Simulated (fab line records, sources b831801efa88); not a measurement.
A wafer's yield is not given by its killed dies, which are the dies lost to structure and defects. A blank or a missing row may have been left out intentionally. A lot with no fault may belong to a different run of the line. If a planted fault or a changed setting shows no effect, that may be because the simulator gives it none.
One fault through the eyes of 2 desks + flow gf180mcu + only its own numbers are on each desk; what lay behind them is given at the end

## DESK OF THE TOOL OWNER: lpcvd-02
The tool's own readings at GF_HV_LDD_CVD_54 (deposits SiO2 from TEOS, target thk 10 nm, time 75 s): means of the sampled wafers that have a number, for each lot that ran on this tool. Any lot whose mean is over 4 standard deviations away from the usual mean is out of limits and marked OUT; that distance is given in the brackets.
Columns: A = spikeTcBottomC at GF_HV_LDD_CVD_54, usual 699.0 C; B = spikeTcCentreC at GF_HV_LDD_CVD_54, usual 680.7 C; C = spikeTcLowerC at GF_HV_LDD_CVD_54, usual 680.3 C; D = spikeTcTopC at GF_HV_LDD_CVD_54, usual 697 C; E = spikeTcUpperC at GF_HV_LDD_CVD_54, usual 679.9 C
| lot  | first seen here | A                | B               | C                | D              | E               |
|------|-----------------|------------------|-----------------|------------------|----------------|-----------------|
| L117 | day 12 15:46    | 700.2            | 679.9           | 679.8            | 701            | 679.9           |
| L120 | day 13 20:34    | 712.6 (+5.9) OUT | 693.5 (+12) OUT | 693.2 (+9.9) OUT | 713 (+4.7) OUT | 693.6 (+11) OUT |
| L123 | day 14 15:22    | 712.4 (+5.8) OUT | 693.7 (+12) OUT | 694.7 (+11) OUT  | 714 (+4.9) OUT | 692.8 (+11) OUT |
| L131 | day 17 15:27    | 700.8            | 681.3           | 680.6            | 701            | 681.0           |
| L132 | day 17 23:38    | 696.3            | 679.1           | 683.0            | 698            | 680.9           |
| L135 | day 18 17:24    | 701.4            | 680.1           | 680.7            | 700            | 679.3           |
| L136 | day 19 01:34    | 699.7            | 680.0           | 680.6            | 701            | 679.9           |
| L137 | day 19 05:20    | 696.9            | 681.0           | 680.9            | 699            | 681.2           |
This desk finds L120, L123 out of limits, L120 being first, at day 13 20:34 (spikeTcBottomC at GF_HV_LDD_CVD_54). L117, L131, L132, L135, L136, L137 stayed within limits.

## FROM THE METROLOGY DESK
What the gauges read for every lot (on any tool): the sampled wafers with a number, averaged. Any lot whose mean is over 4 standard deviations away from the usual mean is out of limits and marked OUT; that distance is given in the brackets.
Columns: A = cdNm at GF_HV_LDD_CD_MEAS_31, usual 400.0 nm; B = HV_LDD_CVD_54_THK at GF_HV_LDD_THK_MEAS_55, usual 9.98 nm; C = cdNm at GF_NSD_CD_MEAS_07, usual 400.1 nm; D = cdNm at GF_PSD_CD_MEAS_07, usual 400.1 nm
| lot  | first seen here | A     | B               | C     | D     |
|------|-----------------|-------|-----------------|-------|-------|
| L117 | day 11 19:01    | 396.3 | 10.09           | 397.1 | 400.7 |
| L120 | day 12 22:09    | 397.3 | 13.69 (+27) OUT | 398.4 | 398.9 |
| L123 | day 13 18:00    | 397.0 | 13.58 (+26) OUT | 400.6 | 401.5 |
| L128 | day 15 12:06    | 399.6 | 9.89            | 402.5 | 401.8 |
| L129 | day 16 01:52    | 400.6 | 10.00           | 396.7 | 400.3 |
| L131 | day 16 15:23    | 403.7 | 9.97            | 403.3 | 398.5 |
| L132 | day 16 22:36    | 399.9 | 10.07           | 400.6 | 401.4 |
| L133 | day 17 01:34    | 400.8 | 9.86            | 400.0 | 398.6 |
| L134 | day 17 07:59    | 400.4 | 10.06           | 399.7 | 401.9 |
| L135 | day 17 17:34    | 399.2 | 10.05           | 401.2 | 400.7 |
| L136 | day 18 00:46    | 399.6 | 10.07           | 398.8 | 399.5 |
| L137 | day 18 04:46    | 398.5 | 9.80            | 400.4 | 394.9 |
| L138 | day 18 16:10    | 399.6 | 9.97            | 398.9 | 399.8 |
This desk finds L120, L123 out of limits, with the earliest case on L120 at day 13 21:35 (HV_LDD_CVD_54_THK at GF_HV_LDD_THK_MEAS_55). L117, L128, L129, L131, L132, L133, L134, L135, L136, L137, L138 stayed within limits.

## PUT TOGETHER
At day 13 20:34, on L120, L123, the tool owner's desk was in a position to raise an alarm.
Metrology desk: alarm possible at day 13 21:35 on L120, L123.
Every lot named ran GF_HV_LDD_CVD_54 on lpcvd-02.

## WHAT THE SIMULATOR PUT IN
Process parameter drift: lpcvd-02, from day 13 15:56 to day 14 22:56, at GF_HV_LDD_CVD_54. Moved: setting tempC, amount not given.
Lots struck among those shown: L120, L123.
Counting hours from when the fault started, the first reading out of limits came at 5 for the tool owner's desk and at 6 for the metrology desk.
